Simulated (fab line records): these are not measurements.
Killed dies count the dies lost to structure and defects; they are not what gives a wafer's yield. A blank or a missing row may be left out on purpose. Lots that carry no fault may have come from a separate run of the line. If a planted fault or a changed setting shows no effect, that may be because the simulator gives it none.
A single fault, viewed from 2 desks -- flow gf180mcu -- each desk holds nothing but its own numbers, with what lay behind them at the end

FOR THE TOOL OWNER'S DESK: rie_diel-04
The tool's own readings at GF_POLY_GATE_ETCH_12 (etches BARC in N2/H2): means of the sampled wafers that have a number, for each lot that ran on this tool. A lot is out of limits, marked OUT, if its mean lies more than 4 standard deviations from the usual mean; the brackets give that distance.
Columns: A = bias_w at GF_POLY_GATE_ETCH_12, usual 100.0 W; B = drypump_motor_current_A at GF_POLY_GATE_ETCH_12, usual 5.6 A; C = oes_product_au at GF_POLY_GATE_ETCH_12, usual 0.735 a.u.; D = rf_fwd_power_W at GF_POLY_GATE_ETCH_12, usual 494.6 W; E = throttle_valve_pct at GF_POLY_GATE_ETCH_12, usual 13.214 %
lot,first seen here,A,B,C,D,E
L981,day 10 22:22,100.0,5.0,0.734,495.4,13.221
L980,day 11 00:25,100.3,5.4,0.735,493.6,13.216
L984,day 12 02:49,100.1,4.9,0.733,494.6,13.214
L985,day 12 10:37,100.4,5.2,0.738,294.7 (-99 or more) OUT,13.217
L986,day 12 12:52,100.0,5.1,0.735,294.8 (-99 or more) OUT,13.223
L997,day 15 10:09,100.1,5.6,0.734,497.5,13.218
L998,day 15 18:37,100.1,5.2,0.733,495.3,13.214
This desk finds L985, L986 out of limits, L985 being first, at day 12 10:37 (rf_fwd_power_W at GF_POLY_GATE_ETCH_12). L981, L980, L984, L997, L998: within limits.

AT THE METROLOGY DESK
What the gauges read, lot by lot, whatever tool the lot ran on: means of the sampled wafers that have a number. A lot is out of limits, marked OUT, if its mean lies more than 4 standard deviations from the usual mean; the brackets give that distance.
Columns: A = STI_CVD_03_THK at GF_STI_THK_MEAS_04, usual 207.2 nm; B = HV_LDD_4_TW at GF_HV_LDD_TW_MEAS_50, usual 571
lot,first seen here,A,B
L976,day 1 13:35,203.7,567
L978,day 1 23:34,206.3,574
L980,day 2 09:34,207.9,569
L981,day 2 14:34,207.5,569
L983,day 3 02:17,208.5,566
L984,day 3 09:01,211.2,570
L985,day 3 18:40,207.6,577
L986,day 3 18:40,205.7,580
L993,day 5 02:34,205.6,576
L994,day 5 07:34,206.6,571
L997,day 5 22:38,207.6,567
L998,day 6 03:34,205.1,574
L999,day 6 10:01,207.6,575
This desk's verdict: no lot among the 13 shows anything out of limits.

TAKEN TOGETHER
An alarm could have come from the tool owner's desk at day 12 10:37, on L985, L986.
Metrology desk: nothing out of limits seen.
The metrology desk has L985, L986 on record, within its limits.
The lots listed all ran GF_POLY_GATE_ETCH_12 on rie_diel-04.

WHAT WAS PUT IN BY THE SIMULATOR
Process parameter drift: rie_diel-04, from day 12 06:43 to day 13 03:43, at GF_POLY_GATE_ETCH_12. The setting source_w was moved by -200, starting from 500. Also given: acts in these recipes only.
Shown lots that were struck: L985, L986.
Each desk's first reading out of limits, in hours after the fault started: the tool owner's desk, 4.
